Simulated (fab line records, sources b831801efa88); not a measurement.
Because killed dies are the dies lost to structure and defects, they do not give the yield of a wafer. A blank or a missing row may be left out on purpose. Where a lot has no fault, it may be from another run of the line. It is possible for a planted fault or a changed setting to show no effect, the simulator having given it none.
Which tool did it? + flow sky130 + Sampling: 10 lots, 30 wafers, 4 of 708 route steps

## WHAT THE GAUGES READ, wafer by wafer
SKY_NWELL_RS_MEAS_29: uses a four-point probe to measure.
| lot  | measured     | on            | NWELL_RS (ohm/sq)                   |
|------|--------------|---------------|-------------------------------------|
| L916 | day 5 16:08  | film metro-02 | 624.8 626.3 625.4                   |
| L918 | day 5 22:15  | film metro-02 | 624.1 626.4 624.7                   |
| L923 | day 7 08:07  | film metro-02 | 623.3 623.3 624.1                   |
| L926 | day 8 02:18  | film metro-03 | 642.5 642.1 641.7 644.1 642.3 643.1 |
| L927 | day 8 08:34  | film metro-03 | 641.1 643.7 642.9 642.8 643.9 642.1 |
| L930 | day 9 00:21  | film metro-03 | 625.0 625.0 623.9                   |
| L931 | day 9 08:23  | film metro-04 | 623.5 623.9 622.4                   |
| L932 | day 9 18:25  | film metro-03 | 619.7 623.8 621.6                   |
| L933 | day 10 01:05 | film metro-04 | 627.5 627.8 627.7                   |
| L936 | day 10 15:06 | film metro-02 | 626.1 625.4 626.8                   |

## TOOL THAT RAN EACH LOT (tool first, then ch and the chambers of the sampled wafers, then the start)
| lot  | SKY_FIELD_ISO_ETCH_17           | SKY_DNWELL_STRIP_08                 | SKY_NWELL_IMPLANT_11           |
|------|---------------------------------|-------------------------------------|--------------------------------|
| L916 | rie si-01 ch 0,2,3, day 2 10:47 | plasma asher-04 ch 0,1, day 3 10:55 | implanter-03 ch 0, day 4 20:55 |
| L918 | rie si-01 ch 1,2, day 2 20:08   | plasma asher-04 ch 0,1, day 3 17:34 | implanter-03 ch 0, day 5 02:56 |
| L923 | rie si-02 ch 1,2,3, day 3 23:13 | plasma asher-02 ch 0,1, day 4 22:58 | implanter-02 ch 0, day 6 11:49 |
| L926 | rie si-01 ch 1,2, day 4 14:11   | plasma asher-04 ch 0,1, day 5 15:22 | implanter-03 ch 0, day 7 05:52 |
| L927 | rie si-01 ch 0,2,3, day 4 19:29 | plasma asher-02 ch 0,1, day 5 21:08 | implanter-03 ch 0, day 7 11:34 |
| L930 | rie si-01 ch 0,2,3, day 5 10:16 | plasma asher-02 ch 0,1, day 6 11:49 | implanter-01 ch 0, day 8 03:01 |
| L931 | rie si-02 ch 0,1,2, day 5 16:44 | plasma asher-02 ch 0,1, day 6 18:49 | implanter-02 ch 0, day 8 10:26 |
| L932 | rie si-02 ch 0,1,3, day 5 23:07 | plasma asher-04 ch 0,1, day 7 03:46 | implanter-02 ch 0, day 8 19:35 |
| L933 | rie si-02 ch 0,1,3, day 6 04:16 | plasma asher-04 ch 0, day 7 08:32   | implanter-01 ch 0, day 9 01:55 |
| L936 | rie si-02 ch 0,1,3, day 6 18:19 | plasma asher-04 ch 0,1, day 7 20:31 | implanter-02 ch 0, day 9 15:36 |
- SKY_FIELD_ISO_ETCH_17: etches Si in HBr/Cl2/O2, target depth 342 nm, time 97.7 s.
- SKY_DNWELL_STRIP_08: strips in O2/N2.
- SKY_NWELL_IMPLANT_11

## THE ANSWER, worked out from the rows above alone
Rule: the lots themselves supply what counts as usual. Put in order of their means at a reading, lots are off if they are a third of the lots or fewer, leave a main group of 4 or more, and stand apart from it by a gap of 3 or more times the standard deviation of the main group's means; of several such gaps the widest counts. Not used: any main group whose means are identical at the precision the tables above print for the reading. Also off: a lot with no number at a reading for which 4 or more lots have one. All remaining lots with rows at the step are treated as sound.
Off: L926, L927, seen at SKY_NWELL_RS_MEAS_29 (NWELL_RS). Main group: mean 624.7 ohm/sq, sd 1.7.
If a tool, at a process step before that reading, ran all the lots that are off and no sound lot after the first of them, it fits. Those tools and the gauges at SKY_NWELL_RS_MEAS_29 are tried in the same way. One fits: SKY_NWELL_IMPLANT_11 on implanter-03. Its last sound lot is L918 (day 5 02:56), its first lot that is off L926 (day 7 05:52): a fault that began between those two fits.

## WHAT THE SIMULATOR HAD PUT IN
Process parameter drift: implanter-03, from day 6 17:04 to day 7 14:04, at SKY_NWELL_IMPLANT_11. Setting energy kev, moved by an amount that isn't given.
Shown lots that were struck: L926, L927. Same finding as the rule above.
